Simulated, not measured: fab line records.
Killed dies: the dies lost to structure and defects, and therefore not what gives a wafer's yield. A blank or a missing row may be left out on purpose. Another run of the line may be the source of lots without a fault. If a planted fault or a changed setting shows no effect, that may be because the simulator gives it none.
fab line records | flow sky130
record: lots: 15 wafers: 45 lastDay: 51
route steps=708 shown NWELL@67 VT_ADJUST_LVTN@107 VT_ADJUST_HVTR@141 VT_ADJUST_PCH@149
lots untouched by any fault: they come from a run of this same line in which no faults occurred
startH: the number of hours between the record's first day and the start of the first shown wafer of the lot | waitH: hours from the lot's prior step to this one | " unchanged from the row above | L1.1+2: several wafers, shown together as one row | - no value, or no start was given | * or withheld: withheld | < > ~ a bound
route shown NAME@n: a module of which the file shows steps, and the number in the route of the first | usual: mean/standard deviation of fault-free wafers | same: alike in all rows | chamber/n: place in a boat | sites: per-site readings | _std_site: standard deviation across them | _edge_site: the outer-site mean with the inner-site mean subtracted | radiusMm: how far each site lies from the wafer's centre | mask NAME#n: copy n | behind: the tool/chamber that last shaped the wafer | hold: why the lot was held/for how many hours/how that ended | device: the n, p or np transistor that did not switch | end of line: the tests these same wafers got at the end of their route | for a step that has no rows: nothing shown but its recipe | killed: not the wafer's yield, but the dies lost to structure and defects at the first sort | map: dies across one wafer; x = killed, . = not, _ = none there
set.NAME: the setting as run; set.NAME@STEP: as run at that earlier step | model.NAME: the simulator's own value behind a step, which no gauge read
one table for each step of the route and one row for each wafer, over a sample of lots
services: from which hour (startH, from the record's first day; less than 0 if before it) a tool's chamber was out of use, for how many hours, and why
== steps ==
step: SKY_NWELL_STRIP_14
recipe: chemistry: O2/N2 powerW: 1400 pressureMtorr: 1500 platenTempC: withheld o2FlowSccm: 3000 n2FlowSccm: 300 overashFraction: 0.5
usual: drypumpMotorCurrentA: 5.5/0.41 oesProductAu: 0.722/0.0048 stripTimeToEndpointS: 36.94/0.1
columns lot.wafer tool chamber startH waitH drypumpMotorCurrentA oesProductAu rfHoursCounterH stripTimeToEndpointS
L931.1 plasmaAsher-01 0 89.87 0.1 4.7 0.720 42 36.83
L931.3 " 1 " " 5.9 0.721 - 36.82
L931.5 " 0 " " 4.7 0.724 - 36.95
L934.3 plasmaAsher-04 1 103.40 0.1 5.6 0.722 - 36.91
L934.5 " 0 " " 5.7 0.723 - 36.96
L934.6 " 1 " " 5.6 0.723 - 36.93
L937.1 plasmaAsher-01 1 120.42 0.1 5.9 0.729 0 36.94
L937.4 " 1 " " 5.9 0.721 - 37.02
L937.6 " 0 " " 4.7 0.721 - 36.90
L941.4 plasmaAsher-01 0 153.35 0.1 4.7 0.724 - 37.07
L941.5 " 0 " " 4.7 0.730 - 37.09
L941.6 " 1 " " 6.0 0.720 - 37.00
L942.2 plasmaAsher-01 0 161.07 0.1 4.7 0.717 4 36.78
L942.4 " 0 " " 4.7 0.729 - 36.83
L942.6 " 1 " " 5.9 0.724 - 36.86
L943.1 plasmaAsher-04 1 161.42 0.1 5.6 0.728 47 36.94
L943.2 " 0 " " 5.8 0.722 47 36.96
L943.3 " 0 " " 5.8 0.721 - 37.00
L944.2 plasmaAsher-01 1 165.57 0.1 5.9 0.723 4 36.87
L944.5 " 0 " " 4.7 0.722 - 36.96
L944.6 " 1 " " 5.9 0.726 - 36.96
L945.3 plasmaAsher-04 1 173.61 0.1 5.7 0.721 - 37.12
L945.4 " 0 " " 5.7 0.720 - 36.84
L945.6 " 1 " " 5.6 0.728 - 37.05
L946.1 plasmaAsher-02 0 176.92 0.1 5.6 0.724 47 36.81
L946.4 " 0 " " 5.6 0.718 - 36.84
L946.5 " 0 " " 5.6 0.713 - 36.75
L947.1 plasmaAsher-04 0 182.87 0.1 5.7 0.720 49 36.85
L947.5 " 0 " " 5.7 0.729 - 36.85
L947.6 " 1 " " 5.6 0.720 - 36.83
L948.4 plasmaAsher-01 1 186.71 0.1 5.9 0.722 - 36.91
L948.5 " 1 " " 5.9 0.731 - 36.92
L948.6 " 0 " " 4.7 0.720 - 37.00
L949.3 plasmaAsher-01 0 190.11 0.1 4.7 0.727 - 36.81
L949.4 " 1 " " 5.9 0.716 - 36.92
L949.5 " 0 " " 4.7 0.726 - 36.83
L951.2 plasmaAsher-02 1 202.47 0.1 5.3 0.720 49 36.92
L951.3 " 1 " " 5.3 0.726 - 36.95
L951.5 " 1 " " 5.3 0.721 - 36.82
L953.2 plasmaAsher-04 0 215.57 0.1 5.7 0.726 52 36.99
L953.4 " 1 " " 5.6 0.720 - 36.91
L953.5 " 0 " " 5.7 0.721 - 36.99
L954.1 plasmaAsher-01 0 220.07 0.1 4.8 0.721 10 36.86
L954.2 " 1 " " 5.9 0.729 10 36.92
L954.6 " 0 " " 4.7 0.714 - 36.88
step: SKY_VT_ADJUST_LVTN_TW_MEAS_10
usual: VT_ADJUST_LVTN_TW: 240.8/2.4
columns lot.wafer tool chamber startH waitH VT_ADJUST_LVTN_TW
L931.1 filmMetro-03 - 144.12 0.1 238.9
L931.3 " - " " 237.8
L931.5 " - " " 238.0
L934.3 filmMetro-01 - 159.29 0.1 241.4
L934.5 " - " " 242.5
L934.6 " - " " 242.2
L937.1 filmMetro-03 - 181.67 0.1 239.6
L937.4 " - " " 238.0
L937.6 " - " " 237.1
L941.4 filmMetro-01 - 217.00 0.1 242.1
L941.5 " - " " 241.3
L941.6 " - " " 243.1
L942.2 filmMetro-03 - 225.78 0.1 238.1
L942.4 " - " " 239.7
L942.6 " - " " 237.9
L943.1 filmMetro-02 - 226.12 0.1 242.8
L943.2 " - " " 243.3
L943.3 " - " " 244.2
L944.2 filmMetro-03 - 229.33 0.1 238.8
L944.5 " - " " 238.2
L944.6 " - " " 237.7
L945.3 filmMetro-02 - 239.42 0.1 244.2
L945.4 " - " " 244.1
L945.6 " - " " 243.9
L946.1 filmMetro-01 - 244.12 0.1 243.7
L946.4 " - " " 243.1
L946.5 " - " " 243.0
L947.1 filmMetro-01 - 249.32 0.1 243.0
L947.5 " - " " 242.9
L947.6 " - " " 242.9
L948.4 filmMetro-02 - 254.25 0.1 242.2
L948.5 " - " " 242.6
L948.6 " - " " 241.9
L949.3 filmMetro-02 - 257.24 0.1 239.1
L949.4 " - " " 242.0
L949.5 " - " " 241.6
L951.2 filmMetro-02 - 271.63 0.1 242.1
L951.3 " - " " 241.8
L951.5 " - " " 242.7
L953.2 filmMetro-03 - 287.88 0.1 237.7
L953.4 " - " " 238.0
L953.5 " - " " 238.2
L954.1 filmMetro-03 - 292.62 0.1 238.6
L954.2 " - " " 237.5
L954.6 " - " " 237.5
step: SKY_VT_ADJUST_HVTR_STRIP_10
recipe: chemistry: O2/N2 powerW: 1400 pressureMtorr: 1500 platenTempC: withheld o2FlowSccm: 3000 n2FlowSccm: 300 overashFraction: 0.5
usual: drypumpMotorCurrentA: 5.5/0.44 oesProductAu: 0.715/0.0042 stripTimeToEndpointS: 14.18/0.047
columns lot.wafer tool chamber startH waitH drypumpMotorCurrentA oesProductAu rfHoursCounterH stripTimeToEndpointS
L931.1 plasmaAsher-02 0 205.64 0.1 5.6 0.718 50 14.15
L931.3 " 0 " " 5.6 0.719 - 14.13
L931.5 " 0 " " 5.6 0.708 - 14.16
L934.3 plasmaAsher-04 0 223.37 0.1 5.7 0.712 - 14.15
L934.5 " 1 " " 5.6 0.716 - 14.20
L934.6 " 0 " " 5.7 0.715 - 14.17
L937.1 plasmaAsher-04 1 247.04 0.1 5.6 0.714 55 14.25
L937.4 " 1 " " 5.6 0.720 - 14.22
L937.6 " 0 " " 5.7 0.708 - 14.23
L941.4 plasmaAsher-01 0 288.22 0.1 4.7 0.710 - 14.24
L941.5 " 0 " " 4.7 0.714 - 14.27
L941.6 " 1 " " 5.9 0.710 - 14.27
L942.2 plasmaAsher-04 0 297.79 0.1 5.8 0.716 59 14.18
L942.4 " 1 " " 5.6 0.714 - 14.22
L942.6 " 0 " " 5.8 0.714 - 14.24
L943.1 plasmaAsher-02 1 298.09 0.1 5.3 0.719 58 14.17
L943.2 " 0 " " 5.6 0.716 58 14.13
L943.3 " 1 " " 5.3 0.715 - 14.15
L944.2 plasmaAsher-01 0 301.29 0.1 4.7 0.713 18 14.15
L944.5 " 1 " " 5.9 0.718 - 14.17
L944.6 " 0 " " 4.7 0.722 - 14.14
L945.3 plasmaAsher-01 1 312.43 0.1 5.9 0.709 - 14.18
L945.4 " 0 " " 4.7 0.718 - 14.16
L945.6 " 0 " " 4.7 0.716 - 14.17
L946.1 plasmaAsher-01 1 317.14 0.1 5.9 0.717 20 14.15
L946.4 " 0 " " 4.7 0.719 - 14.14
L946.5 " 1 " " 5.9 0.714 - 14.16
L947.1 plasmaAsher-02 0 324.49 0.1 5.6 0.711 61 14.09
L947.5 " 0 " " 5.6 0.718 - 14.07
L947.6 " 1 " " 5.3 0.722 - 14.12
L948.4 plasmaAsher-04 0 329.68 0.1 5.7 0.718 - 14.24
L948.5 " 0 " " 5.7 0.721 - 14.26
L948.6 " 1 " " 5.6 0.713 - 14.20
L949.3 plasmaAsher-01 0 333.63 0.1 4.7 0.714 - 14.17
L949.4 " 1 " " 5.9 0.710 - 14.18
L949.5 " 0 " " 4.7 0.712 - 14.15
L951.2 plasmaAsher-04 1 351.04 0.1 5.6 0.718 65 14.24
L951.3 " 0 " " 5.7 0.714 - 14.23
L951.5 " 0 " " 5.7 0.718 - 14.25
L953.2 plasmaAsher-04 0 367.04 0.1 5.8 0.720 66 14.18
L953.4 " 1 " " 5.6 0.721 - 14.18
L953.5 " 1 " " 5.6 0.713 - 14.21
L954.1 plasmaAsher-04 1 371.89 0.1 5.6 0.716 67 14.18
L954.2 " 0 " " 5.7 0.719 67 14.23
L954.6 " 1 " " 5.7 0.718 - 14.19
step: SKY_VT_ADJUST_PCH_DEVELOP_06
recipe: wallAngleDeg: 90 developer: TMAH developTimeS: 60 devTempC: 23
usual: chillPlateTempC: 22.97/0.12 developTimeS: 60/0
columns lot.wafer tool chamber startH waitH chillPlateTempC developTimeS
L931.1 lithoTrack-03 0 227 - 22.97 60
L931.3 " 0 " " 22.84 60
L931.5 " 0 " " 22.88 60
L934.3 lithoTrack-03 0 245 - 22.90 60
L934.5 " 0 " " 23.04 60
L934.6 " 0 " " 22.99 60
L937.1 lithoTrack-01 0 270 - 22.96 60
L937.4 " 0 " " 23.06 60
L937.6 " 0 " " 23.02 60
L941.4 lithoTrack-03 - 312 - - -
L941.5 " - " " - -
L941.6 " - " " - -
L942.2 lithoTrack-01 - 323 - - -
L942.4 " - " " - -
L942.6 " - " " - -
L943.1 lithoTrack-01 - 323 - - -
L943.2 " - " " - -
L943.3 " - " " - -
L944.2 lithoTrack-03 0 326 - 22.93 60
L944.5 " 0 " " 23.02 60
L944.6 " 0 " " 23.05 60
L945.3 lithoTrack-03 0 338 - 22.80 60
L945.4 " 0 " " 22.79 60
L945.6 " 0 " " 23.00 60
L946.1 lithoTrack-03 0 343 - 22.99 60
L946.4 " 0 344 - 23.12 60
L946.5 " 0 " " 22.95 60
L947.1 lithoTrack-01 0 352 - 23.18 60
L947.5 " 0 " " 23.15 60
L947.6 " 0 " " 22.97 60
L948.4 lithoTrack-01 0 356 - 23.04 60
L948.5 " 0 " " 22.92 60
L948.6 " 0 " " 22.92 60
L949.3 lithoTrack-01 0 360 - 23.25 60
L949.4 " 0 " " 23.16 60
L949.5 " 0 " " 23.18 60
L951.2 lithoTrack-04 0 379 - 22.96 60
L951.3 " 0 " " 22.80 60
L951.5 " 0 " " 22.89 60
L953.2 lithoTrack-01 0 395 - 23.19 60
L953.4 " 0 " " 23.24 60
L953.5 " 0 " " 23.09 60
L954.1 lithoTrack-04 0 399 - 22.91 60
L954.2 " 0 " " 22.91 60
L954.6 " 0 " " 22.98 60
== services ==
columns tool chamber startH hours kind
plasmaAsher-01 - 108.75 9.0 pm
plasmaAsher-01 0 108.75 9.0 ventCycle
plasmaAsher-01 1 108.75 9.0 ventCycle
plasmaAsher-01 0 117.75 - clean
plasmaAsher-01 1 117.75 - clean
plasmaAsher-02 - 188.66 0.8 repair
plasmaAsher-04 - 247.42 4.9 repair
plasmaAsher-01 - 271.29 1.3 repair
plasmaAsher-01 - 297.56 0.5 repair
lithoTrack-04 - 345.62 - consumableReplace:filter
plasmaAsher-04 - 363.80 2.8 pm
plasmaAsher-01 - 384.65 3.7 repair
plasmaAsher-02 - 395.66 1.2 repair
== key ==
firstSign: step: SKY_VT_ADJUST_PCH_DEVELOP_06 reading: toolRecord direction: missing
effect none on later readings
metAt SKY_VT_ADJUST_PCH_DEVELOP_06
struckLots L941,L942,L943
sortLeftOut L941.4,L941.5,L941.6,L942.2,L942.4,L942.6,L943.1,L943.2,L943.3
testerLeftOut L941,L942,L943
notActingAt SKY_NWELL_STRIP_14,SKY_VT_ADJUST_LVTN_TW_MEAS_10,SKY_VT_ADJUST_HVTR_STRIP_10
onsetBetween 270 312
fault: kind: skippedStepWhole tool: lithoTrack-01,lithoTrack-03 chamber: - onsetH: 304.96 steps: SKY_VT_ADJUST_PCH_DEVELOP_06 scope: struckLotsOnly
testerLeftOut: of these lots the tester's yield and bins aren't shown, on N5 and GAA mostly nor the transistor test; their killed dies are dies lost to structure and defects alone, not to doping, threshold or leakage, so they don't give the yield
sortLeftOut: the simulated sort isn't trusted on such a fault, so these wafers' sort isn't shown, and their yield isn't known
